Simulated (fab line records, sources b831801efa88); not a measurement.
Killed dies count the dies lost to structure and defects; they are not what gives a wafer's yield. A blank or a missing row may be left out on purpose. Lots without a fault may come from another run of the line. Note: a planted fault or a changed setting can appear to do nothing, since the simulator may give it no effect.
fab line records	flow gf180mcu
record: lots: 24	wafers: 72	last_day: 34
route steps=602 shown NWELL@49 M1@319 V4@501 MIM@504 TOP_METAL@567
lots untouched by any fault: they come from a run of this same line in which no faults occurred
start_h: start of the lot's first displayed wafer, in hours after the record's first day	wait_h: time in hours since the lot's previous step	" unchanged from the row above	L1.1+2: a single row standing in for several wafers	- no value present, or no start provided	* or withheld: withheld	< > ~ a bound
route shown NAME@n: a module of which the file shows steps, and the number in the route of the first	usual: mean/standard deviation taken from wafers without a fault	same: alike in all rows	chamber/n: place in a boat	sites: each site's reading	_std_site: the values' standard deviation	_edge_site: outer sites' mean less inner sites'	radius_mm: how far each site lies from the wafer's centre	mask NAME#n: copy n	behind: the most recent tool/chamber to have shaped the wafer	hold: why the lot was held/for how many hours/how that ended	device: transistor that didn't switch, given as n, p or np	end of line: tests of these same wafers at the route's end	a step without rows: its recipe alone	killed: dies lost to structure and defects at the first sort, not the wafer's yield	map: per-die view of a wafer (x killed, . not killed, _ where there is no die)
set.NAME: the setting the step ran with; set.NAME@STEP: the setting that earlier step ran with	model.NAME: the simulator's own value behind a step, which no gauge read
steps of the route over a sample of lots; a table a step, a row a wafer
services: the hour from which a tool's chamber was out of use, counted from the record's first day as start_h (under 0 if before that day), plus the number of hours and why
== steps ==
step: GF_NWELL_OVL_MEAS_07
usual: NWELL_OVL: 0.9/1.5
lot.wafer	tool	chamber	start_h	wait_h	NWELL_OVL[nm]
L074.1	overlay-01	-	56.66	-	1.1
L074.3	"	-	"	"	0.3
L074.4	"	-	"	"	0.3
L075.1	overlay-02	-	61.47	-	2.9
L075.3	"	-	"	"	1.8
L075.4	"	-	"	"	1.8
L076.1	overlay-01	-	66.57	-	-0.3
L076.3	"	-	"	"	0.9
L076.6	"	-	"	"	0.2
L077.3	overlay-01	-	72.03	-	1.7
L077.4	"	-	"	"	2.3
L077.5	"	-	"	"	0.6
L078.1	overlay-02	-	78.58	-	-1.5
L078.4	"	-	"	"	2.0
L078.6	"	-	"	"	0.0
L079.2	overlay-01	-	84.42	-	1.5
L079.5	"	-	"	"	1.0
L079.6	"	-	"	"	0.8
L080.3	overlay-02	-	89.97	-	-0.6
L080.5	"	-	"	"	-1.2
L080.6	"	-	"	"	1.2
L081.4	overlay-01	-	94.53	-	1.3
L081.5	"	-	"	"	1.5
L081.6	"	-	"	"	2.3
L082.1	overlay-02	-	102.11	-	1.2
L082.2	"	-	"	"	0.3
L082.4	"	-	"	"	2.3
L083.1	overlay-02	-	105.68	-	3.1
L083.3	"	-	"	"	3.1
L083.6	"	-	"	"	3.0
L084.1	overlay-01	-	109.67	-	0.2
L084.5	"	-	"	"	1.8
L084.6	"	-	"	"	1.5
L085.3	overlay-01	-	113.88	-	3.0
L085.5	"	-	"	"	3.1
L085.6	"	-	"	"	0.8
L086.1	overlay-01	-	119.33	-	-2.3
L086.2	"	-	"	"	-1.4
L086.6	"	-	"	"	-0.1
L087.3	overlay-02	-	124.58	-	1.9
L087.4	"	-	"	"	3.0
L087.5	"	-	"	"	0.7
L088.3	overlay-02	-	137.32	-	0.1
L088.5	"	-	"	"	-0.2
L088.6	"	-	"	"	0.5
L089.2	overlay-02	-	143.17	-	-0.4
L089.3	"	-	"	"	2.3
L089.5	"	-	"	"	-1.4
L090.1	overlay-01	-	146.18	-	-1.6
L090.2	"	-	"	"	0.5
L090.3	"	-	"	"	-1.0
L091.2	overlay-01	-	149.34	-	1.7
L091.5	"	-	"	"	2.0
L091.6	"	-	"	"	4.0
L092.1	overlay-02	-	157.56	-	-0.2
L092.2	"	-	"	"	-0.2
L092.5	"	-	"	"	1.4
L093.4	overlay-02	-	163.72	-	-0.3
L093.5	"	-	"	"	-1.0
L093.6	"	-	"	"	1.0
L094.4	overlay-01	-	167.15	-	0.3
L094.5	"	-	"	"	3.1
L094.6	"	-	"	"	1.8
L095.1	overlay-02	-	174.76	-	-3.2
L095.4	"	-	"	"	-2.1
L095.5	"	-	"	"	-2.7
L096.1	overlay-01	-	175.71	-	0.6
L096.2	"	-	"	"	-0.8
L096.3	"	-	"	"	0.7
L097.1	overlay-01	-	180.56	-	-0.9
L097.3	"	-	"	"	-0.7
L097.5	"	-	"	"	0.9
step: GF_M1_SPUTTER_04
recipe: material: TiN	target_thk_nm: 50	power_w: 6500	time_s: 41.7	chamber_pressure_pa: 0.4
usual: chamber_pressure_pa: 0.4000/0.00074	throttle_valve_pct: 30.1/1.1
lot.wafer	tool	chamber	start_h	wait_h	chamber_pressure_pa	throttle_valve_pct
L074.1	pvd_sputter-01	-	359.36	0.0	0.4010	29.4
L074.3	"	-	"	"	0.4003	28.6
L074.4	"	-	"	"	0.3999	30.6
L075.1	pvd_sputter-04	-	372.91	0.0	0.4002	31.4
L075.3	"	-	"	"	0.4016	30.4
L075.4	"	-	"	"	0.4001	31.2
L076.1	pvd_sputter-04	-	382.19	0.0	0.3983	28.8
L076.3	"	-	"	"	0.3985	31.2
L076.6	"	-	"	"	0.3998	30.4
L077.3	pvd_sputter-01	-	390.53	0.0	0.4012	29.2
L077.4	"	-	"	"	0.3996	28.5
L077.5	"	-	"	"	0.4017	29.1
L078.1	pvd_sputter-04	-	401.96	0.0	0.4003	30.1
L078.4	"	-	"	"	0.3997	30.9
L078.6	"	-	"	"	0.4002	31.2
L079.2	pvd_sputter-04	-	410.51	0.0	0.3999	30.3
L079.5	"	-	"	"	0.3998	30.5
L079.6	"	-	"	"	0.4005	31.2
L080.3	pvd_sputter-01	-	419.05	0.0	0.3995	29.4
L080.5	"	-	"	"	0.3993	30.4
L080.6	"	-	"	"	0.4004	28.6
L081.4	pvd_sputter-01	-	429.99	0.0	0.4001	28.6
L081.5	"	-	"	"	0.4014	29.4
L081.6	"	-	"	"	0.4001	29.2
L082.1	pvd_sputter-04	-	436.40	0.0	0.3996	30.6
L082.2	"	-	"	"	0.4004	30.9
L082.4	"	-	"	"	0.4010	31.1
L083.1	pvd_sputter-04	-	451.89	0.0	0.3990	31.1
L083.3	"	-	"	"	0.4003	28.7
L083.6	"	-	"	"	0.4001	30.6
L084.1	pvd_sputter-01	-	454.53	0.0	0.4006	29.3
L084.5	"	-	"	"	0.3997	29.7
L084.6	"	-	"	"	0.4003	29.0
L085.3	pvd_sputter-04	-	457.45	0.0	0.3989	30.6
L085.5	"	-	"	"	0.4020	30.4
L085.6	"	-	"	"	0.4007	31.1
L086.1	pvd_sputter-03	-	470.19	0.0	0.3997	30.2
L086.2	"	-	"	"	0.4001	30.6
L086.6	"	-	"	"	0.4001	29.0
L087.3	pvd_sputter-04	-	481.45	0.0	0.3996	28.8
L087.4	"	-	"	"	0.3998	31.2
L087.5	"	-	"	"	0.4003	31.4
L088.3	pvd_sputter-01	-	500.99	0.0	0.4004	30.3
L088.5	"	-	"	"	0.3992	30.3
L088.6	"	-	"	"	0.4000	29.0
L089.2	pvd_sputter-01	-	505.00	0.0	0.4005	29.5
L089.3	"	-	"	"	0.3997	30.5
L089.5	"	-	"	"	0.3999	28.6
L090.1	pvd_sputter-04	-	507.81	0.0	0.3991	31.2
L090.2	"	-	"	"	0.3999	31.2
L090.3	"	-	"	"	0.3979	28.8
L091.2	pvd_sputter-01	-	513.24	0.0	0.4006	30.5
L091.5	"	-	"	"	0.4003	28.6
L091.6	"	-	"	"	0.4009	29.4
L092.1	pvd_sputter-01	-	525.11	0.0	0.4001	29.4
L092.2	"	-	"	"	0.3991	30.3
L092.5	"	-	"	"	0.3992	28.5
L094.4	pvd_sputter-03	-	538.49	0.0	0.3998	32.9
L094.5	"	-	"	"	0.3990	29.0
L094.6	"	-	"	"	0.4001	32.8
L093.4	pvd_sputter-04	-	539.18	0.0	0.4000	29.1
L093.5	"	-	"	"	0.4002	30.4
L093.6	"	-	"	"	0.3989	31.2
L095.1	pvd_sputter-01	-	552.34	0.0	0.4014	29.3
L095.4	"	-	"	"	0.3999	28.9
L095.5	"	-	"	"	0.3997	30.6
L096.1	pvd_sputter-04	-	553.02	0.0	0.4005	31.2
L096.2	"	-	"	"	0.3992	31.0
L096.3	"	-	"	"	0.3992	30.6
L097.1	pvd_sputter-03	-	556.95	0.0	0.3991	29.3
L097.3	"	-	"	"	0.3998	30.1
L097.5	"	-	"	"	0.4002	32.9
step: GF_V4_THK_MEAS_25
recipe: thk_meas_gauge: xrf	reads: W_of_V4_CVD_23
usual: V4_W_THK: 359/6
lot.wafer	tool	chamber	start_h	wait_h	V4_W_THK[nm]
L074.1	film_metro-03	-	559.46	0.1	357
L074.3	"	-	"	"	353
L074.4	"	-	"	"	352
L075.1	film_metro-03	-	571.52	0.1	356
L075.3	"	-	"	"	366
L075.4	"	-	"	"	356
L076.1	film_metro-03	-	580.56	0.1	362
L076.3	"	-	"	"	352
L076.6	"	-	"	"	364
L077.3	film_metro-02	-	588.34	0.1	364
L077.4	"	-	"	"	372
L077.5	"	-	"	"	365
L078.1	film_metro-01	-	599.70	0.1	361
L078.4	"	-	"	"	361
L078.6	"	-	"	"	360
L079.2	film_metro-03	-	608.72	0.1	362
L079.5	"	-	"	"	363
L079.6	"	-	"	"	357
L080.3	film_metro-01	-	614.93	0.1	364
L080.5	"	-	"	"	348
L080.6	"	-	"	"	361
L081.4	film_metro-03	-	623.64	0.1	353
L081.5	"	-	"	"	357
L081.6	"	-	"	"	361
L082.1	film_metro-03	-	628.61	0.1	362
L082.2	"	-	"	"	354
L082.4	"	-	"	"	365
L083.1	film_metro-02	-	642.45	0.1	360
L083.3	"	-	"	"	362
L083.6	"	-	"	"	367
L084.1	film_metro-03	-	644.74	0.1	354
L084.5	"	-	"	"	361
L084.6	"	-	"	"	353
L085.3	film_metro-01	-	647.89	0.1	371
L085.5	"	-	"	"	358
L085.6	"	-	"	"	371
L086.1	film_metro-01	-	657.22	0.1	357
L086.2	"	-	"	"	362
L086.6	"	-	"	"	356
L087.3	film_metro-02	-	666.71	0.1	366
L087.4	"	-	"	"	363
L087.5	"	-	"	"	365
L088.3	film_metro-01	-	682.94	0.1	359
L088.5	"	-	"	"	364
L088.6	"	-	"	"	361
L089.2	film_metro-02	-	687.14	0.1	367
L089.3	"	-	"	"	371
L089.5	"	-	"	"	356
L090.1	film_metro-01	-	689.57	0.1	347
L090.2	"	-	"	"	366
L090.3	"	-	"	"	364
L091.2	film_metro-03	-	693.69	0.1	344
L091.5	"	-	"	"	346
L091.6	"	-	"	"	362
L092.1	film_metro-02	-	701.58	0.1	354
L092.2	"	-	"	"	356
L092.5	"	-	"	"	359
L094.4	film_metro-02	-	711.87	0.1	360
L094.5	"	-	"	"	352
L094.6	"	-	"	"	358
L093.4	film_metro-01	-	714.32	0.1	366
L093.5	"	-	"	"	349
L093.6	"	-	"	"	369
L095.1	film_metro-02	-	723.41	0.1	359
L095.4	"	-	"	"	359
L095.5	"	-	"	"	359
L096.1	film_metro-03	-	724.40	0.1	352
L096.2	"	-	"	"	369
L096.3	"	-	"	"	351
L097.1	film_metro-02	-	727.52	0.1	374
L097.3	"	-	"	"	356
L097.5	"	-	"	"	356
step: GF_MIM_SPUTTER_01
recipe: material: TiN	target_thk_nm: 30	power_w: 6500	time_s: 25	chamber_pressure_pa: 0.4
usual: chamber_pressure_pa: 0.4001/0.0009	throttle_valve_pct: 30.1/1.1
lot.wafer	tool	chamber	start_h	wait_h	chamber_pressure_pa	throttle_valve_pct
L074.1	pvd_sputter-04	-	559.92	0.1	0.3994	28.9
L074.3	"	-	"	"	0.3994	31.0
L074.4	"	-	"	"	0.4001	30.3
L075.1	pvd_sputter-01	-	571.98	0.1	0.3994	30.3
L075.3	"	-	"	"	0.4005	29.0
L075.4	"	-	"	"	0.3990	29.4
L076.1	pvd_sputter-04	-	581.04	0.1	0.4009	30.4
L076.3	"	-	"	"	0.4002	31.3
L076.6	"	-	"	"	0.3985	31.1
L077.3	pvd_sputter-04	-	588.80	0.1	0.4016	28.8
L077.4	"	-	"	"	0.4006	31.4
L077.5	"	-	"	"	0.4002	31.4
L078.1	pvd_sputter-01	-	600.16	0.1	0.4004	30.4
L078.4	"	-	"	"	0.4000	29.2
L078.6	"	-	"	"	0.4007	29.1
L079.2	pvd_sputter-01	-	609.58	0.1	0.4004	28.5
L079.5	"	-	"	"	0.4020	29.0
L079.6	"	-	"	"	0.4010	29.5
L080.3	pvd_sputter-03	-	615.37	0.1	0.4009	30.2
L080.5	"	-	"	"	0.4007	30.3
L080.6	"	-	"	"	0.3996	32.6
L081.4	pvd_sputter-04	-	624.07	0.1	0.3991	28.8
L081.5	"	-	"	"	0.3997	30.5
L081.6	"	-	"	"	0.4000	31.3
L082.1	pvd_sputter-04	-	629.07	0.1	0.3999	30.3
L082.2	"	-	"	"	0.4011	31.1
L082.4	"	-	"	"	0.3997	28.9
L083.1	pvd_sputter-04	-	642.91	0.1	0.4014	29.1
L083.3	"	-	"	"	0.3992	30.4
L083.6	"	-	"	"	0.4020	28.9
L084.1	pvd_sputter-01	-	645.38	0.1	0.3992	30.6
L084.5	"	-	"	"	0.3993	29.3
L084.6	"	-	"	"	0.4003	30.5
L085.3	pvd_sputter-01	-	648.33	0.1	0.4009	30.4
L085.5	"	-	"	"	0.4001	30.2
L085.6	"	-	"	"	0.3983	29.4
L086.1	pvd_sputter-01	-	657.68	0.1	0.3991	30.3
L086.2	"	-	"	"	0.3978	29.3
L086.6	"	-	"	"	0.4018	28.9
L087.3	pvd_sputter-01	-	667.15	0.1	0.3990	30.4
L087.4	"	-	"	"	0.3987	29.2
L087.5	"	-	"	"	0.3994	29.3
L088.3	pvd_sputter-04	-	683.39	0.1	0.3989	29.0
L088.5	"	-	"	"	0.3999	30.5
L088.6	"	-	"	"	0.4008	31.2
L089.2	pvd_sputter-03	-	687.59	0.1	0.3996	32.7
L089.3	"	-	"	"	0.4016	29.1
L089.5	"	-	"	"	0.4000	30.0
L090.1	pvd_sputter-03	-	690.03	0.1	0.3987	29.5
L090.2	"	-	"	"	0.4004	30.1
L090.3	"	-	"	"	0.4003	32.8
L091.2	pvd_sputter-04	-	694.14	0.1	0.4003	31.1
L091.5	"	-	"	"	0.4016	31.2
L091.6	"	-	"	"	0.3997	30.8
L092.1	pvd_sputter-04	-	702.04	0.1	0.4006	29.0
L092.2	"	-	"	"	0.3991	31.1
L092.5	"	-	"	"	0.3982	31.3
L094.4	pvd_sputter-04	-	712.30	0.1	0.3999	28.6
L094.5	"	-	"	"	0.4010	30.4
L094.6	"	-	"	"	0.4009	31.1
L093.4	pvd_sputter-04	-	714.75	0.1	0.3985	31.3
L093.5	"	-	"	"	0.4000	29.2
L093.6	"	-	"	"	0.3989	31.2
L095.1	pvd_sputter-01	-	723.87	0.1	0.4006	29.3
L095.4	"	-	"	"	0.4007	28.8
L095.5	"	-	"	"	0.4008	29.1
L096.1	pvd_sputter-04	-	724.86	0.1	0.3999	28.8
L096.2	"	-	"	"	0.4005	31.2
L096.3	"	-	"	"	0.4005	31.3
L097.1	pvd_sputter-03	-	727.98	0.1	0.3987	30.3
L097.3	"	-	"	"	0.3992	30.3
L097.5	"	-	"	"	0.3993	32.7
step: GF_TOP_METAL_SPUTTER_00
recipe: material: Ti	target_thk_nm: 37.5	arriving_ion_energy_ev: 80	substrate_temp_c: 200	chamber_pressure_pa: 2	power_w: 4000	time_s: 150
usual: chamber_pressure_pa: 2.000/0.0042	throttle_valve_pct: 30.0/0.97
lot.wafer	tool	chamber	start_h	wait_h	chamber_pressure_pa	throttle_valve_pct
L074.1	pvd_sputter-01	-	627.31	0.2	2.000	30.5
L074.3	"	-	"	"	2.000	28.3
L074.4	"	-	"	"	1.998	29.4
L075.1	pvd_sputter-01	-	638.25	0.1	1.996	29.0
L075.3	"	-	"	"	1.998	29.4
L075.4	"	-	"	"	2.002	30.7
L076.1	pvd_sputter-01	-	646.97	0.2	2.001	29.3
L076.3	"	-	"	"	2.002	30.2
L076.6	"	-	"	"	2.001	30.4
L077.3	pvd_sputter-01	-	653.71	0.2	2.000	29.1
L077.4	"	-	"	"	2.003	29.6
L077.5	"	-	"	"	2.002	29.0
L078.1	pvd_sputter-04	-	664.54	0.2	2.010	30.3
L078.4	"	-	"	"	1.999	31.0
L078.6	"	-	"	"	1.997	31.3
L079.2	pvd_sputter-01	-	673.31	0.1	2.000	28.9
L079.5	"	-	"	"	1.999	30.6
L079.6	"	-	"	"	1.999	29.0
L080.3	pvd_sputter-04	-	677.77	0.1	2.002	29.0
L080.5	"	-	"	"	2.003	28.9
L080.6	"	-	"	"	1.996	31.4
L081.4	pvd_sputter-01	-	686.56	0.2	1.993	28.7
L081.5	"	-	"	"	1.991	28.5
L081.6	"	-	"	"	1.990	30.6
L082.1	pvd_sputter-02	-	690.73	0.1	2.000	30.1
L082.2	"	-	"	"	2.001	28.8
L082.4	"	-	"	"	2.001	31.1
L083.1	pvd_sputter-02	-	703.73	0.1	2.001	31.1
L083.3	"	-	"	"	2.004	31.3
L083.6	"	-	"	"	2.004	30.3
L084.1	pvd_sputter-02	-	706.37	0.1	2.001	30.8
L084.5	"	-	"	"	1.997	29.1
L084.6	"	-	"	"	1.994	30.3
L085.3	pvd_sputter-01	-	709.15	0.1	1.999	28.7
L085.5	"	-	"	"	1.997	28.5
L085.6	"	-	"	"	2.005	29.5
L086.1	pvd_sputter-02	-	717.41	0.1	2.002	31.0
L086.2	"	-	"	"	2.001	31.2
L086.6	"	-	"	"	2.002	31.1
L087.3	pvd_sputter-04	-	726.97	0.1	1.987	31.3
L087.4	"	-	"	"	2.003	28.9
L087.5	"	-	"	"	1.997	31.3
L088.3	pvd_sputter-04	-	740.93	0.2	2.006	31.4
L088.5	"	-	"	"	1.997	31.2
L088.6	"	-	"	"	2.000	28.8
L089.2	pvd_sputter-04	-	745.81	0.2	1.994	30.3
L089.3	"	-	"	"	1.995	31.3
L089.5	"	-	"	"	2.002	28.8
L090.1	pvd_sputter-01	-	747.05	0.2	1.999	29.3
L090.2	"	-	"	"	1.999	29.2
L090.3	"	-	"	"	1.999	30.5
L091.2	pvd_sputter-01	-	751.04	0.2	1.999	29.7
L091.5	"	-	"	"	1.998	30.1
L091.6	"	-	"	"	1.998	29.2
L092.1	pvd_sputter-04	-	758.19	0.2	1.994	28.9
L092.2	"	-	"	"	1.995	31.2
L092.5	"	-	"	"	1.998	29.0
L094.4	pvd_sputter-01	-	767.41	0.1	2.001	29.3
L094.5	"	-	"	"	2.008	28.7
L094.6	"	-	"	"	2.001	30.5
L093.4	pvd_sputter-02	-	768.93	0.1	1.994	31.0
L093.5	"	-	"	"	2.000	30.5
L093.6	"	-	"	"	1.994	28.7
L095.1	pvd_sputter-02	-	777.22	0.2	1.998	30.3
L095.4	"	-	"	"	2.000	31.0
L095.5	"	-	"	"	1.996	29.2
L096.1	pvd_sputter-02	-	778.33	0.2	1.999	29.0
L096.2	"	-	"	"	2.005	31.1
L096.3	"	-	"	"	2.009	31.2
L097.1	pvd_sputter-04	-	781.95	0.2	2.000	30.3
L097.3	"	-	"	"	1.999	31.2
L097.5	"	-	"	"	1.998	28.8
step: GF_TOP_METAL_SPUTTER_04
recipe: material: TiN	target_thk_nm: 25	power_w: 6500	time_s: 20.8	chamber_pressure_pa: 0.4
usual: chamber_pressure_pa: 0.4000/0.0009	throttle_valve_pct: 29.9/0.96
lot.wafer	tool	chamber	start_h	wait_h	chamber_pressure_pa	throttle_valve_pct
L074.1	pvd_sputter-01	-	627.50	0.0	0.3996	30.3
L074.3	"	-	"	"	0.4014	28.3
L074.4	"	-	"	"	0.3985	29.6
L075.1	pvd_sputter-01	-	638.44	0.0	0.4014	29.1
L075.3	"	-	"	"	0.3985	29.1
L075.4	"	-	"	"	0.4000	30.7
L076.1	pvd_sputter-01	-	647.16	0.0	0.4003	29.1
L076.3	"	-	"	"	0.4003	30.6
L076.6	"	-	"	"	0.4001	30.5
L077.3	pvd_sputter-01	-	653.91	0.0	0.3999	29.0
L077.4	"	-	"	"	0.4012	29.3
L077.5	"	-	"	"	0.4000	29.3
L078.1	pvd_sputter-04	-	664.73	0.0	0.3988	30.5
L078.4	"	-	"	"	0.3986	31.1
L078.6	"	-	"	"	0.4009	31.2
L079.2	pvd_sputter-01	-	673.51	0.0	0.3994	29.3
L079.5	"	-	"	"	0.3992	30.5
L079.6	"	-	"	"	0.4002	29.4
L080.3	pvd_sputter-04	-	677.96	0.0	0.3998	28.6
L080.5	"	-	"	"	0.4009	28.9
L080.6	"	-	"	"	0.3998	31.2
L081.4	pvd_sputter-01	-	686.76	0.0	0.3986	28.5
L081.5	"	-	"	"	0.3997	28.3
L081.6	"	-	"	"	0.3998	30.7
L082.1	pvd_sputter-02	-	690.92	0.0	0.4001	30.3
L082.2	"	-	"	"	0.3994	28.9
L082.4	"	-	"	"	0.4010	30.8
L083.1	pvd_sputter-02	-	703.92	0.0	0.4008	31.2
L083.3	"	-	"	"	0.4003	31.2
L083.6	"	-	"	"	0.3990	30.2
L084.1	pvd_sputter-02	-	706.56	0.0	0.3991	31.1
L084.5	"	-	"	"	0.4004	28.8
L084.6	"	-	"	"	0.3997	30.3
L085.3	pvd_sputter-01	-	709.34	0.0	0.3993	28.6
L085.5	"	-	"	"	0.4008	28.5
L085.6	"	-	"	"	0.3999	29.5
L086.1	pvd_sputter-02	-	717.60	0.0	0.4005	30.8
L086.2	"	-	"	"	0.3987	31.1
L086.6	"	-	"	"	0.3987	31.2
L087.3	pvd_sputter-04	-	727.16	0.0	0.3983	31.2
L087.4	"	-	"	"	0.4000	29.1
L087.5	"	-	"	"	0.3995	31.2
L088.3	pvd_sputter-04	-	741.12	0.0	0.3995	31.3
L088.5	"	-	"	"	0.3998	31.3
L088.6	"	-	"	"	0.3996	28.9
L089.2	pvd_sputter-04	-	746.00	0.0	0.4000	30.3
L089.3	"	-	"	"	0.4002	31.3
L089.5	"	-	"	"	0.3997	28.8
L090.1	pvd_sputter-01	-	747.24	0.0	0.3996	29.5
L090.2	"	-	"	"	0.4015	29.0
L090.3	"	-	"	"	0.4002	30.4
L091.2	pvd_sputter-01	-	751.23	0.0	0.4008	29.5
L091.5	"	-	"	"	0.3999	30.4
L091.6	"	-	"	"	0.3995	28.9
L092.1	pvd_sputter-04	-	758.38	0.0	0.4009	29.0
L092.2	"	-	"	"	0.4019	30.9
L092.5	"	-	"	"	0.4006	29.2
L094.4	pvd_sputter-01	-	767.61	0.0	0.3993	29.3
L094.5	"	-	"	"	0.4011	28.4
L094.6	"	-	"	"	0.3989	30.5
L093.4	pvd_sputter-02	-	769.12	0.0	0.4001	30.9
L093.5	"	-	"	"	0.4008	30.3
L093.6	"	-	"	"	0.4001	29.1
L095.1	pvd_sputter-02	-	777.41	0.0	0.4007	30.3
L095.4	"	-	"	"	0.3991	30.9
L095.5	"	-	"	"	0.3998	29.1
L096.1	pvd_sputter-02	-	778.52	0.0	0.4014	28.8
L096.2	"	-	"	"	0.4003	30.9
L096.3	"	-	"	"	0.4014	30.8
L097.1	pvd_sputter-04	-	782.14	0.0	0.4003	30.2
L097.3	"	-	"	"	0.4014	31.1
L097.5	"	-	"	"	0.3990	29.0
== services ==
tool	chamber	start_h	hours	kind
pvd_sputter-03	-	357.56	2.6	repair
pvd_sputter-04	3	422.57	-	consumable_replace:kit
pvd_sputter-04	3	422.57	18.0	scheduled_down
pvd_sputter-04	3	422.57	18.0	vent_cycle
pvd_sputter-03	-	444.15	9.1	repair
pvd_sputter-04	-	452.22	3.9	repair
pvd_sputter-01	0	454.57	-	consumable_replace:kit
pvd_sputter-01	0	454.57	18.0	scheduled_down
pvd_sputter-01	0	454.57	18.0	vent_cycle
pvd_sputter-01	-	552.55	1.5	repair
pvd_sputter-02	3	569.78	-	consumable_replace:kit
pvd_sputter-04	2	598.49	-	consumable_replace:kit
pvd_sputter-04	2	598.49	18.0	scheduled_down
pvd_sputter-04	2	598.49	18.0	vent_cycle
pvd_sputter-01	-	607.61	1.4	repair
pvd_sputter-04	-	609.45	2.5	repair
pvd_sputter-03	-	632.72	5.4	repair
pvd_sputter-01	3	644.09	-	consumable_replace:kit
pvd_sputter-01	3	644.09	18.0	scheduled_down
pvd_sputter-01	3	644.09	18.0	vent_cycle
pvd_sputter-01	2	703.37	-	consumable_replace:kit
pvd_sputter-01	2	703.37	18.0	scheduled_down
pvd_sputter-01	2	703.37	18.0	vent_cycle
pvd_sputter-04	1	724.19	-	consumable_replace:kit
== key ==
fault none
